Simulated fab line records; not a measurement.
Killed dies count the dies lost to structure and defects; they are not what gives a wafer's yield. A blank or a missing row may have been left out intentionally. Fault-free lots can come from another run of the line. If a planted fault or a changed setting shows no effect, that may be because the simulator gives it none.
fab line records | flow sky130 | part 1 of 2: steps 1 to 25 of 37
[record] lots = 5 | wafers = 15 | last_day = 50
route steps=708 shown LI_CONTACT@377 LOCAL_INTERCONNECT@387 CONTACT@406
lots that met no fault: taken from a fault-free run of the same line
start_h: the number of hours between the record's first day and the start of the first shown wafer of the lot | wait_h: time in hours since the lot's previous step | " repeats the value in the row above | L1.1+2: a row that stands for several wafers | - no value, or no start was given | * or withheld: withheld | < > ~ a bound
route shown NAME@n: a module of which the file shows steps, and the number in the route of the first | usual: the fault-free wafers' mean and standard deviation | same: alike in all rows | chamber/n: place in a boat | sites: the reading at each site | _std_site: standard deviation of those values | _edge_site: the outer-site mean with the inner-site mean subtracted | radius_mm: for every site, how far away it sits from the centre of the wafer | mask NAME#n: copy n | behind: tool/chamber where the wafer was last shaped | hold: cause of the lot's hold/its duration in hours/its outcome | device: which transistor (n, p or np) failed to switch | end of line: the tests these same wafers got at the end of their route | a step given without rows: its recipe and nothing more | killed: the dies lost at the first sort to structure and to defects; this is not the yield of the wafer | map: shows each die of a wafer: x if killed, . if not, _ if none is there
set.NAME: setting as actually run; set.NAME@STEP: the setting as run at that earlier step | model.NAME: the simulator's own value behind a step, which no gauge read
lots at selected steps of the route; one table per step, one row per wafer
services: a tool's chamber out of use, with start hour (start_h, from the record's first day; less than 0 if before it), hours out, and reason
[[steps]]
[step SKY_LI_CONTACT_ETCH_15]
[recipe] target = PSG | chemistry = C4F8/O2/Ar | stop_on = Si | taper_deg = 4.15 | mask_material = KrF-thick | source_w = 1500 | bias_w = 1200 | pressure_mtorr = 40 | c4f8_flow_sccm = withheld | O2_flow_sccm = 6 | Ar_flow_sccm = 300 | time_s = withheld | target_depth_a = 6000
[usual] oes_product_au = 0.836/0.0048
lot.wafer | tool        | chamber | start_h | wait_h | oes_product_au
L079.1    | rie_diel-02 | 1       | 735.54  | 0.0    | 0.838
L079.2    | "           | 2       | "       | "      | 0.840
L079.6    | "           | 2       | "       | "      | 0.834
L080.3    | rie_diel-01 | 0       | 738.74  | 0.0    | 0.840
L080.4    | "           | 1       | "       | "      | 0.837
L080.6    | "           | 0       | "       | "      | 0.838
L085.1    | rie_diel-02 | 1       | 768.14  | 0.0    | 0.844
L085.4    | "           | 0       | "       | "      | 0.836
L085.5    | "           | 0       | "       | "      | 0.833
L086.1    | rie_diel-01 | 3       | 776.14  | 0.0    | 0.832
L086.4    | "           | 1       | "       | "      | 0.839
L086.6    | "           | 2       | "       | "      | 0.839
L097.2    | rie_diel-01 | 1       | 856.44  | 0.0    | 0.839
L097.5    | "           | 0       | "       | "      | 0.847
L097.6    | "           | 1       | "       | "      | 0.840
[step SKY_LI_CONTACT_STRIP_16]
[recipe] chemistry = O2/N2 | power_w = 1400 | pressure_mtorr = 1500 | platen_temp_c = withheld | o2_flow_sccm = 3000 | n2_flow_sccm = 300 | overash_fraction = 0.5
[usual] drypump_motor_current_A = 5.7/0.47 | oes_product_au = 0.375/0.0048 | strip_time_to_endpoint_s = 3.48/0.033
lot.wafer | tool            | chamber | start_h | wait_h | drypump_motor_current_A | oes_product_au | rf_hours_counter_h | strip_time_to_endpoint_s
L079.1    | plasma_asher-01 | 1       | 735.63  | -      | 5.4                     | 0.380          | 63                 | 3.49
L079.2    | "               | 0       | "       | "      | 5.9                     | 0.378          | 63                 | 3.45
L079.6    | "               | 1       | "       | "      | 5.4                     | 0.366          | -                  | 3.45
L080.3    | plasma_asher-01 | 1       | 738.86  | -      | 5.4                     | 0.385          | -                  | 3.47
L080.4    | "               | 0       | "       | "      | 5.9                     | 0.377          | -                  | 3.53
L080.6    | "               | 1       | "       | "      | 5.4                     | 0.374          | -                  | 3.47
L085.1    | plasma_asher-01 | 0       | 768.23  | -      | 6.0                     | 0.368          | 67                 | 3.45
L085.4    | "               | 0       | "       | "      | 5.9                     | 0.371          | -                  | 3.48
L085.5    | "               | 1       | "       | "      | 5.4                     | 0.375          | -                  | 3.50
L086.1    | plasma_asher-03 | 0       | 776.23  | -      | 6.1                     | 0.376          | 99                 | 3.45
L086.4    | "               | 1       | "       | "      | 6.0                     | 0.375          | -                  | 3.44
L086.6    | "               | 1       | "       | "      | 6.0                     | 0.375          | -                  | 3.49
L097.2    | plasma_asher-04 | 1       | 856.53  | -      | 6.1                     | 0.373          | 12                 | 3.45
L097.5    | "               | 1       | "       | "      | 6.1                     | 0.378          | -                  | 3.45
L097.6    | "               | 0       | "       | "      | 4.8                     | 0.375          | -                  | 3.46
[step SKY_LI_CONTACT_CLEAN_17]
[recipe] chemistry = NMP | time_s = 600 | temp_c = 60 | dry = n2_spin
[same] time_s = 600
lot.wafer  | tool         | chamber | start_h | wait_h
L079.1+2+6 | wet_bench-04 | 2       | 735.73  | 0.1
L080.3+4+6 | wet_bench-04 | 1       | 738.93  | 0.0
L085.1+4+5 | wet_bench-04 | 0       | 768.33  | 0.1
L086.1+4+6 | wet_bench-01 | 1       | 776.33  | 0.1
L097.2+5+6 | wet_bench-04 | 2       | 856.63  | 0.1
[step SKY_LI_CONTACT_PRE_CLEAN_18]
[recipe] gas = Ar | time_s = 5.6 | bias_v = 358
[same] time_s = 5.6
lot.wafer  | tool           | chamber | start_h | wait_h
L079.1+2+6 | pvd_sputter-04 | -       | 735.90  | 0.0
L080.3+4+6 | pvd_sputter-04 | -       | 739.10  | 0.0
L085.1+4+5 | pvd_sputter-01 | -       | 768.52  | 0.0
L086.1+4+6 | pvd_sputter-02 | -       | 776.52  | 0.0
L097.2+5+6 | pvd_sputter-01 | -       | 856.80  | 0.0
[step SKY_LI_CONTACT_SPUTTER_19]
[recipe] material = Ti | target_thk_nm = 20 | chamber_pressure_pa = 5 | power_w = 2500 | substrate_temp_c = 200 | time_s = 106.37
[usual] cathode_dc_power_W = 2500.0/0.45 | throttle_valve_pct = 30.0/0.88
[same] time_s = 106.37
lot.wafer | tool           | chamber | start_h | wait_h | cathode_dc_power_W | throttle_valve_pct
L079.1    | pvd_sputter-04 | -       | 735.92  | 0.0    | 2500.3             | 29.5
L079.2    | "              | -       | "       | "      | 2499.7             | 29.8
L079.6    | "              | -       | "       | "      | 2500.0             | 29.8
L080.3    | pvd_sputter-04 | -       | 739.12  | 0.0    | 2500.0             | 29.9
L080.4    | "              | -       | "       | "      | 2499.9             | 29.7
L080.6    | "              | -       | "       | "      | 2500.5             | 29.7
L085.1    | pvd_sputter-01 | -       | 768.54  | 0.0    | 2499.1             | 30.8
L085.4    | "              | -       | "       | "      | 2499.3             | 29.5
L085.5    | "              | -       | "       | "      | 2500.1             | 29.1
L086.1    | pvd_sputter-02 | -       | 776.54  | 0.0    | 2499.7             | 28.8
L086.4    | "              | -       | "       | "      | 2499.3             | 29.7
L086.6    | "              | -       | "       | "      | 2499.0             | 30.1
L097.2    | pvd_sputter-01 | -       | 856.82  | 0.0    | 2499.7             | 31.3
L097.5    | "              | -       | "       | "      | 2499.7             | 29.3
L097.6    | "              | -       | "       | "      | 2499.8             | 29.1
[step SKY_LI_CONTACT_SPUTTER_20]
[recipe] material = TiN | target_thk_nm = 20 | chamber_pressure_pa = 5 | power_w = 4000 | time_s = 80
[usual] cathode_dc_power_W = 3999.9/0.6 | throttle_valve_pct = 30.0/0.87
[same] time_s = 80
lot.wafer | tool           | chamber | start_h | wait_h | cathode_dc_power_W | throttle_valve_pct
L079.1    | pvd_sputter-04 | -       | 736.00  | 0.0    | 4000.4             | 29.6
L079.2    | "              | -       | "       | "      | 4000.0             | 29.7
L079.6    | "              | -       | "       | "      | 4000.3             | 29.8
L080.3    | pvd_sputter-04 | -       | 739.20  | 0.0    | 3999.4             | 29.8
L080.4    | "              | -       | "       | "      | 4000.3             | 29.8
L080.6    | "              | -       | "       | "      | 3999.8             | 29.8
L085.1    | pvd_sputter-01 | -       | 768.62  | 0.0    | 3999.4             | 30.9
L085.4    | "              | -       | "       | "      | 4000.5             | 29.4
L085.5    | "              | -       | "       | "      | 3999.8             | 29.3
L086.1    | pvd_sputter-02 | -       | 776.62  | 0.0    | 3999.8             | 28.4
L086.4    | "              | -       | "       | "      | 3999.6             | 29.9
L086.6    | "              | -       | "       | "      | 4000.1             | 30.2
L097.2    | pvd_sputter-01 | -       | 856.90  | 0.0    | 3999.2             | 31.0
L097.5    | "              | -       | "       | "      | 4000.4             | 29.1
L097.6    | "              | -       | "       | "      | 3998.4             | 29.3
[step SKY_LI_CONTACT_CVD_21]
[recipe] material = W | target_thk_nm = 400 | time_s = 120.56 | temp_c = 400 | pressure_torr = 40
[usual] heater_power_outer_w = 484/58 | heater_power_w = 801/99
[same] time_s = 120.56
lot.wafer | tool     | chamber | start_h | wait_h | heater_power_outer_w | heater_power_w
L079.1    | cvd_w-02 | 0       | 736.06  | 0.0    | 454                  | 756
L079.2    | "        | 1       | "       | "      | 554                  | 959
L079.6    | "        | 1       | "       | "      | 559                  | 963
L080.3    | cvd_w-02 | 1       | 739.30  | 0.1    | 544                  | 914
L080.4    | "        | 0       | "       | "      | 457                  | 747
L080.6    | "        | 0       | "       | "      | 450                  | 766
L085.1    | cvd_w-02 | 1       | 768.68  | 0.0    | 572                  | 972
L085.4    | "        | 1       | "       | "      | 547                  | 949
L085.5    | "        | 0       | "       | "      | 448                  | 732
L086.1    | cvd_w-02 | 1       | 776.68  | 0.0    | 559                  | 961
L086.4    | "        | 0       | "       | "      | 453                  | 739
L086.6    | "        | 0       | "       | "      | 457                  | 746
L097.2    | cvd_w-02 | 1       | 857.00  | 0.1    | 557                  | 926
L097.5    | "        | 1       | "       | "      | 554                  | 948
L097.6    | "        | 1       | "       | "      | 554                  | 960
[step SKY_LI_CONTACT_RS_MEAS_22]
[recipe] thk_meas_gauge = four-point-probe | reads = W_of_LI_CONTACT_CVD_21+TiN_of_LI_CONTACT_SPUTTER_20+Ti_of_LI_CONTACT_SPUTTER_19
[usual] LI_CONTACT_W_RS = 0.283/0.005
lot.wafer | tool          | chamber | start_h | wait_h | LI_CONTACT_W_RS[ohm/sq]
L079.1    | film_metro-04 | -       | 736.19  | 0.1    | 0.280
L079.2    | "             | -       | "       | "      | 0.288
L079.6    | "             | -       | "       | "      | 0.286
L080.3    | film_metro-01 | -       | 739.43  | 0.1    | 0.284
L080.4    | "             | -       | "       | "      | 0.277
L080.6    | "             | -       | "       | "      | 0.276
L085.1    | film_metro-01 | -       | 768.80  | 0.1    | 0.286
L085.4    | "             | -       | "       | "      | 0.283
L085.5    | "             | -       | "       | "      | 0.274
L086.1    | film_metro-01 | -       | 776.80  | 0.1    | 0.286
L086.4    | "             | -       | "       | "      | 0.276
L086.6    | "             | -       | "       | "      | 0.277
L097.2    | film_metro-02 | -       | 857.23  | 0.2    | 0.284
L097.5    | "             | -       | "       | "      | 0.286
L097.6    | "             | -       | "       | "      | 0.287
[step SKY_LI_CONTACT_THK_MEAS_23]
[recipe] thk_meas_gauge = xrf | reads = W_of_LI_CONTACT_CVD_21
[usual] LI_CONTACT_W_THK = 403/10
lot.wafer | tool          | chamber | start_h | wait_h | LI_CONTACT_W_THK[nm]
L079.1    | film_metro-04 | -       | 736.31  | 0.1    | 402
L079.2    | "             | -       | "       | "      | 389
L079.6    | "             | -       | "       | "      | 395
L080.3    | film_metro-01 | -       | 739.53  | 0.1    | 410
L080.4    | "             | -       | "       | "      | 417
L080.6    | "             | -       | "       | "      | 421
L085.1    | film_metro-01 | -       | 768.92  | 0.1    | 401
L085.4    | "             | -       | "       | "      | 403
L085.5    | "             | -       | "       | "      | 415
L086.1    | film_metro-01 | -       | 776.92  | 0.1    | 399
L086.4    | "             | -       | "       | "      | 414
L086.6    | "             | -       | "       | "      | 412
L097.2    | film_metro-02 | -       | 857.34  | 0.1    | 403
L097.5    | "             | -       | "       | "      | 404
L097.6    | "             | -       | "       | "      | 401
[step SKY_LI_CONTACT_CMP_24]
[recipe] stop_on = PSG | t_overpolish_s = 20 | down_force_psi = 3.5 | platen_rpm = 60 | target_thk_nm = 0 | pad_velocity_m_s = 0.94248
[usual] motor_current_A = 11.3/1.1 | overpolish_run_s = 19.998/0.0085 | time_to_endpoint_s = 97/4.6
lot.wafer | tool   | chamber | start_h | wait_h | motor_current_A | overpolish_run_s | time_to_endpoint_s
L079.2    | cmp-02 | 2       | 736.37  | 0.0    | 11.0            | 19.997           | 95
L079.1    | "      | 0       | "       | "      | 9.1             | 20.014           | 92
L079.6    | "      | 2       | "       | "      | 12.0            | 19.989           | 95
L080.4    | cmp-02 | 3       | 739.67  | 0.1    | 10.8            | 19.989           | 96
L080.3    | "      | 0       | "       | "      | 10.0            | 20.001           | 93
L080.6    | "      | 1       | "       | "      | 11.3            | 19.991           | 100
L085.1    | cmp-02 | 1       | 769.03  | 0.1    | 12.0            | 20.000           | 100
L085.4    | "      | 2       | "       | "      | 12.6            | 19.999           | 98
L085.5    | "      | 1       | "       | "      | 11.4            | 19.995           | 101
L086.1    | cmp-02 | 1       | 776.98  | 0.1    | 11.8            | 19.995           | 104
L086.4    | "      | 2       | "       | "      | 12.3            | 20.000           | 107
L086.6    | "      | 2       | "       | "      | 11.9            | 19.996           | 104
L097.2    | cmp-02 | 3       | 857.49  | 0.1    | 10.8            | 19.998           | 99
L097.5    | "      | 1       | "       | "      | 12.1            | 20.000           | 98
L097.6    | "      | 2       | "       | "      | 11.8            | 19.985           | 99
[step SKY_LOCAL_INTERCONNECT_SPUTTER_00]
[recipe] material = TiN | target_thk_nm = 100 | temp_c = 300 | power_w = 6500 | time_s = 83.3 | chamber_pressure_pa = 0.4
[usual] cathode_dc_power_W = 6500.1/1.1 | throttle_valve_pct = 29.5/0.9
[same] time_s = 83.3
lot.wafer | tool           | chamber | start_h | wait_h | cathode_dc_power_W | throttle_valve_pct
L079.1    | pvd_sputter-02 | -       | 736.67  | 0.1    | 6500.6             | 29.2
L079.2    | "              | -       | "       | "      | 6500.1             | 29.8
L079.6    | "              | -       | "       | "      | 6499.3             | 29.8
L080.3    | pvd_sputter-03 | -       | 739.87  | 0.1    | 6501.2             | 30.7
L080.4    | "              | -       | "       | "      | 6500.0             | 29.1
L080.6    | "              | -       | "       | "      | 6501.0             | 29.0
L085.1    | pvd_sputter-02 | -       | 769.28  | 0.2    | 6499.8             | 29.4
L085.4    | "              | -       | "       | "      | 6500.1             | 28.9
L085.5    | "              | -       | "       | "      | 6498.9             | 29.2
L086.1    | pvd_sputter-01 | -       | 777.28  | 0.2    | 6500.7             | 30.9
L086.4    | "              | -       | "       | "      | 6501.7             | 29.0
L086.6    | "              | -       | "       | "      | 6500.5             | 29.2
L097.2    | pvd_sputter-03 | -       | 857.69  | 0.1    | 6499.3             | 30.8
L097.5    | "              | -       | "       | "      | 6500.7             | 28.8
L097.6    | "              | -       | "       | "      | 6499.8             | 28.4
[step SKY_LOCAL_INTERCONNECT_RS_MEAS_01]
[recipe] thk_meas_gauge = four-point-probe | reads = TiN_of_LOCAL_INTERCONNECT_SPUTTER_00
[usual] LOCAL_INTERCONNECT_TIN_RS = 14.30/0.2
lot.wafer | tool          | chamber | start_h | wait_h | LOCAL_INTERCONNECT_TIN_RS[ohm/sq]
L079.1    | film_metro-02 | -       | 736.73  | 0.0    | 14.14
L079.2    | "             | -       | "       | "      | 13.96
L079.6    | "             | -       | "       | "      | 14.05
L080.3    | film_metro-01 | -       | 739.97  | 0.1    | 14.34
L080.4    | "             | -       | "       | "      | 14.28
L080.6    | "             | -       | "       | "      | 14.27
L085.1    | film_metro-03 | -       | 769.34  | 0.0    | 14.16
L085.4    | "             | -       | "       | "      | 14.47
L085.5    | "             | -       | "       | "      | 14.19
L086.1    | film_metro-02 | -       | 777.34  | 0.0    | 14.23
L086.4    | "             | -       | "       | "      | 14.62
L086.6    | "             | -       | "       | "      | 14.49
L097.2    | film_metro-01 | -       | 857.77  | 0.1    | 14.22
L097.5    | "             | -       | "       | "      | 14.28
L097.6    | "             | -       | "       | "      | 14.16
[step SKY_LOCAL_INTERCONNECT_THK_MEAS_02]
[recipe] thk_meas_gauge = xrf | reads = TiN_of_LOCAL_INTERCONNECT_SPUTTER_00
[usual] LOCAL_INTERCONNECT_TIN_THK = 98.0/1.3
lot.wafer | tool          | chamber | start_h | wait_h | LOCAL_INTERCONNECT_TIN_THK[nm]
L079.1    | film_metro-02 | -       | 736.85  | 0.1    | 99.6
L079.2    | "             | -       | "       | "      | 100.4
L079.6    | "             | -       | "       | "      | 99.8
L080.3    | film_metro-01 | -       | 740.07  | 0.1    | 97.0
L080.4    | "             | -       | "       | "      | 97.2
L080.6    | "             | -       | "       | "      | 97.7
L085.1    | film_metro-03 | -       | 769.46  | 0.1    | 99.2
L085.4    | "             | -       | "       | "      | 97.3
L085.5    | "             | -       | "       | "      | 99.3
L086.1    | film_metro-02 | -       | 777.46  | 0.1    | 98.9
L086.4    | "             | -       | "       | "      | 96.0
L086.6    | "             | -       | "       | "      | 96.7
L097.2    | film_metro-01 | -       | 857.88  | 0.1    | 98.8
L097.5    | "             | -       | "       | "      | 97.8
L097.6    | "             | -       | "       | "      | 98.5
[step SKY_LOCAL_INTERCONNECT_DEHYDRATE_03]
[recipe] temp_c = 200 | time_s = 60
[same] time_s = 60
lot.wafer  | tool           | chamber | start_h | wait_h
L079.1+2+6 | litho_track-03 | 0       | 749.84  | 13.0
L080.3+4+6 | litho_track-03 | 0       | 753.09  | 13.0
L085.1+4+5 | litho_track-04 | 0       | 781.55  | 12.1
L086.1+4+6 | litho_track-04 | 0       | 791.00  | 13.5
L097.2+5+6 | litho_track-02 | 0       | 869.96  | 12.1
[step SKY_LOCAL_INTERCONNECT_HMDS_04]
[recipe] prime_time_s = 60 | prime_temp_c = 120
[usual] prime_temp_c = 120.00/0.12
lot.wafer | tool           | chamber | start_h | wait_h | prime_temp_c
L079.1    | litho_track-03 | 0       | 749.99  | 0.1    | 120.07
L079.2    | "              | 0       | "       | "      | 120.09
L079.6    | "              | 0       | "       | "      | 119.96
L080.3    | litho_track-03 | 0       | 753.24  | 0.1    | 119.95
L080.4    | "              | 0       | "       | "      | 119.89
L080.6    | "              | 0       | "       | "      | 120.03
L085.1    | litho_track-04 | 0       | 781.70  | 0.1    | 119.94
L085.4    | "              | 0       | "       | "      | 120.02
L085.5    | "              | 0       | "       | "      | 120.03
L086.1    | litho_track-04 | 0       | 791.15  | 0.1    | 119.90
L086.4    | "              | 0       | "       | "      | 120.10
L086.6    | "              | 0       | "       | "      | 119.93
L097.2    | litho_track-02 | 0       | 870.11  | 0.1    | 120.01
L097.5    | "              | 0       | "       | "      | 120.06
L097.6    | "              | 0       | "       | "      | 119.80
[step SKY_LOCAL_INTERCONNECT_COAT_05]
[recipe] resist = BARC | temp_c = withheld | time_s = withheld | spin_rpm = 3000 | resist_thk_nm = 60
lot.wafer  | tool           | chamber | start_h | wait_h
L079.1+2+6 | litho_track-03 | 0       | 750.14  | 0.1
L080.3+4+6 | litho_track-03 | 0       | 753.39  | 0.1
L085.1+4+5 | litho_track-04 | 0       | 781.85  | 0.1
L086.1+4+6 | litho_track-04 | 0       | 791.30  | 0.1
L097.2+5+6 | litho_track-02 | 0       | 870.26  | 0.1
[step SKY_LOCAL_INTERCONNECT_COAT_06]
[recipe] resist = KrF-thick | spin_rpm = 3000 | resist_thk_nm = 450
lot.wafer  | tool           | chamber | start_h | wait_h
L079.1+2+6 | litho_track-03 | 0       | -       | -
L080.3+4+6 | litho_track-03 | 0       | -       | -
L085.1+4+5 | litho_track-04 | 0       | -       | -
L086.1+4+6 | litho_track-04 | 0       | -       | -
L097.2+5+6 | litho_track-02 | 0       | -       | -
[step SKY_LOCAL_INTERCONNECT_SOFTBAKE_07]
[recipe] temp_c = 100 | time_s = 90 | resist = KrF-thick
[same] time_s = 90
lot.wafer  | tool           | chamber | start_h | wait_h
L079.1+2+6 | litho_track-03 | 0       | -       | -
L080.3+4+6 | litho_track-03 | 0       | -       | -
L085.1+4+5 | litho_track-04 | 0       | -       | -
L086.1+4+6 | litho_track-04 | 0       | -       | -
L097.2+5+6 | litho_track-02 | 0       | -       | -
[step SKY_LOCAL_INTERCONNECT_EXPOSE_08]
[recipe] mask_id = LI1M | na = 0.8 | source_shape = annular | sigma_inner = 0.55 | sigma_outer = 0.85 | target_cd_nm = 170 | dose_mj = 28
lot.wafer  | tool           | chamber | start_h | wait_h | mask
L079.1+2+6 | krf_scanner-02 | 0       | -       | -      | LI1M#0
L080.3+4+6 | krf_scanner-01 | 0       | -       | -      | LI1M#0
L085.1+4+5 | krf_scanner-01 | 0       | -       | -      | LI1M#0
L086.1+4+6 | krf_scanner-02 | 0       | -       | -      | LI1M#0
L097.2+5+6 | krf_scanner-02 | 0       | -       | -      | LI1M#0
[step SKY_LOCAL_INTERCONNECT_PEB_09]
[recipe] peb_temp_c = withheld | peb_time_s = withheld | resist = KrF-thick
lot.wafer  | tool           | chamber | start_h | wait_h
L079.1+2+6 | litho_track-04 | 0       | -       | -
L080.3+4+6 | litho_track-03 | 0       | -       | -
L085.1+4+5 | litho_track-02 | 0       | -       | -
L086.1+4+6 | litho_track-03 | 0       | -       | -
L097.2+5+6 | litho_track-02 | 0       | -       | -
[step SKY_LOCAL_INTERCONNECT_DEVELOP_10]
[recipe] develop_time_s = 60 | resist = KrF-thick | dev_temp_c = 21
lot.wafer  | tool           | chamber | start_h | wait_h
L079.1+2+6 | litho_track-04 | 0       | -       | -
L080.3+4+6 | litho_track-03 | 0       | -       | -
L085.1+4+5 | litho_track-02 | 0       | -       | -
L086.1+4+6 | litho_track-03 | 0       | -       | -
L097.2+5+6 | litho_track-02 | 0       | -       | -
[step SKY_LOCAL_INTERCONNECT_CD_MEAS_11]
[recipe] target_cd_nm = 170
[usual] cd_nm = 169.5/1.3
lot.wafer | tool      | chamber | start_h | wait_h | cd_nm
L079.1    | cd_sem-02 | -       | 764.50  | -      | 168.5
L079.2    | "         | -       | "       | "      | 167.1
L079.6    | "         | -       | "       | "      | 166.5
L080.3    | cd_sem-02 | -       | 767.58  | -      | 170.2
L080.4    | "         | -       | "       | "      | 169.8
L080.6    | "         | -       | "       | "      | 169.2
L085.1    | cd_sem-01 | -       | 795.48  | -      | 170.1
L085.4    | "         | -       | "       | "      | 169.7
L085.5    | "         | -       | "       | "      | 170.0
L086.1    | cd_sem-02 | -       | 804.20  | -      | 169.3
L086.4    | "         | -       | "       | "      | 166.9
L086.6    | "         | -       | "       | "      | 169.9
L097.2    | cd_sem-02 | -       | 883.35  | -      | 169.6
L097.5    | "         | -       | "       | "      | 168.3
L097.6    | "         | -       | "       | "      | 170.0
[step SKY_LOCAL_INTERCONNECT_OVL_MEAS_12]
[usual] LOCAL_INTERCONNECT_OVL = 1/5
lot.wafer | tool       | chamber | start_h | wait_h | LOCAL_INTERCONNECT_OVL[nm]
L079.1    | overlay-02 | -       | 764.62  | 0.1    | 0
L079.2    | "          | -       | "       | "      | -6
L079.6    | "          | -       | "       | "      | -6
L080.3    | overlay-01 | -       | 767.68  | 0.1    | 3
L080.4    | "          | -       | "       | "      | -1
L080.6    | "          | -       | "       | "      | 6
L085.1    | overlay-01 | -       | 795.60  | 0.1    | 6
L085.4    | "          | -       | "       | "      | 3
L085.5    | "          | -       | "       | "      | 10
L086.1    | overlay-02 | -       | 804.32  | 0.1    | -4
L086.4    | "          | -       | "       | "      | -1
L086.6    | "          | -       | "       | "      | -1
L097.2    | overlay-02 | -       | 883.46  | 0.1    | 5
L097.5    | "          | -       | "       | "      | 1
L097.6    | "          | -       | "       | "      | 4
[step SKY_LOCAL_INTERCONNECT_ETCH_13]
[recipe] chemistry = N2/H2 | target = BARC | ion_energy_ev = 200 | bias_w = 100 | pressure_mtorr = 30 | n2_flow_sccm = 100 | h2_flow_sccm = 200 | icp_w = 500 | stop_on = SiO2 | time_s = 45.9 | target_depth_a = 600
[usual] drypump_motor_current_A = 5.95/0.26 | h2_flow_sccm = 199.9/0.57 | oes_product_au = 0.856/0.0045 | throttle_valve_pct = 13.226/0.01
[same] time_s = 45.9
lot.wafer | tool         | chamber | start_h | wait_h | drypump_motor_current_A | h2_flow_sccm | oes_product_au | rf_hours_counter_h | throttle_valve_pct
L079.1    | rie_metal-04 | 0       | 764.65  | 0.0    | 5.74                    | 199.7        | 0.858          | 13                 | 13.231
L079.2    | "            | 1       | "       | "      | 5.85                    | 199.7        | 0.855          | 0                  | 13.238
L079.6    | "            | 0       | "       | "      | 5.72                    | 200.2        | 0.863          | -                  | 13.218
L080.3    | rie_metal-04 | 1       | 767.72  | 0.0    | 5.88                    | 198.9        | 0.856          | -                  | 13.212
L080.4    | "            | 0       | "       | "      | 5.73                    | 200.4        | 0.849          | -                  | 13.220
L080.6    | "            | 1       | "       | "      | 5.88                    | 199.1        | 0.857          | -                  | 13.213
L085.1    | rie_metal-03 | 0       | 795.64  | 0.0    | 5.94                    | 200.1        | 0.859          | 10                 | 13.223
L085.4    | "            | 0       | "       | "      | 5.93                    | 199.1        | 0.864          | -                  | 13.231
L085.5    | "            | 0       | "       | "      | 5.92                    | 199.9        | 0.856          | -                  | 13.227
L086.1    | rie_metal-03 | 0       | 804.35  | 0.0    | 5.93                    | 199.9        | 0.859          | 11                 | 13.221
L086.4    | "            | 1       | "       | "      | 6.42                    | 200.4        | 0.863          | -                  | 13.229
L086.6    | "            | 1       | "       | "      | 6.42                    | 200.2        | 0.853          | -                  | 13.236
L097.2    | rie_metal-03 | 0       | 883.49  | 0.0    | 5.95                    | 199.9        | 0.855          | 13                 | 13.230
L097.5    | "            | 1       | "       | "      | 6.47                    | 198.8        | 0.851          | -                  | 13.239
L097.6    | "            | 0       | "       | "      | 5.93                    | 200.0        | 0.858          | -                  | 13.212
[step SKY_LOCAL_INTERCONNECT_METAL_ETCH_14]
[recipe] target_depth_nm = 110 | stop_on = PSG | chemistry = Cl2/BCl3 | target = TiN | resist_sidewall_deg = 88 | pressure_mtorr = 10 | icp_w = 900 | bias_w = 48.5 | Cl2_flow_sccm = 60 | bcl3_flow_sccm = 30 | time_s = 31.4
[usual] bcl3_flow_sccm = 30.00/0.086 | drypump_motor_current_A = 5.94/0.26 | oes_product_au = 0.936/0.0092 | throttle_valve_pct = 21.905/0.011
[same] time_s = 31.4
lot.wafer | tool         | chamber | start_h | wait_h | bcl3_flow_sccm | drypump_motor_current_A | oes_product_au | rf_hours_counter_h | throttle_valve_pct
L079.1    | rie_metal-04 | 0       | 764.71  | 0.0    | 30.14          | 5.70                    | 0.946          | 13                 | 21.904
L079.2    | "            | 1       | "       | "      | 29.91          | 5.85                    | 0.949          | 0                  | 21.895
L079.6    | "            | 0       | "       | "      | 30.20          | 5.72                    | 0.944          | -                  | 21.903
L080.3    | rie_metal-04 | 1       | 767.78  | 0.0    | 30.02          | 5.86                    | 0.933          | -                  | 21.894
L080.4    | "            | 0       | "       | "      | 29.91          | 5.73                    | 0.943          | -                  | 21.901
L080.6    | "            | 1       | "       | "      | 29.88          | 5.86                    | 0.947          | -                  | 21.896
L085.1    | rie_metal-03 | 0       | 795.76  | 0.1    | 30.01          | 5.92                    | 0.929          | 10                 | 21.889
L085.4    | "            | 0       | "       | "      | 29.98          | 5.92                    | 0.934          | -                  | 21.901
L085.5    | "            | 0       | "       | "      | 29.96          | 5.93                    | 0.945          | -                  | 21.914
L086.1    | rie_metal-03 | 0       | 804.41  | 0.0    | 29.93          | 5.92                    | 0.942          | 11                 | 21.893
L086.4    | "            | 1       | "       | "      | 29.98          | 6.42                    | 0.931          | -                  | 21.927
L086.6    | "            | 1       | "       | "      | 30.03          | 6.41                    | 0.929          | -                  | 21.906
L097.2    | rie_metal-03 | 0       | 883.55  | 0.0    | 30.01          | 5.92                    | 0.937          | 14                 | 21.915
L097.5    | "            | 1       | "       | "      | 30.00          | 6.42                    | 0.930          | -                  | 21.906
L097.6    | "            | 0       | "       | "      | 30.01          | 5.92                    | 0.939          | -                  | 21.889
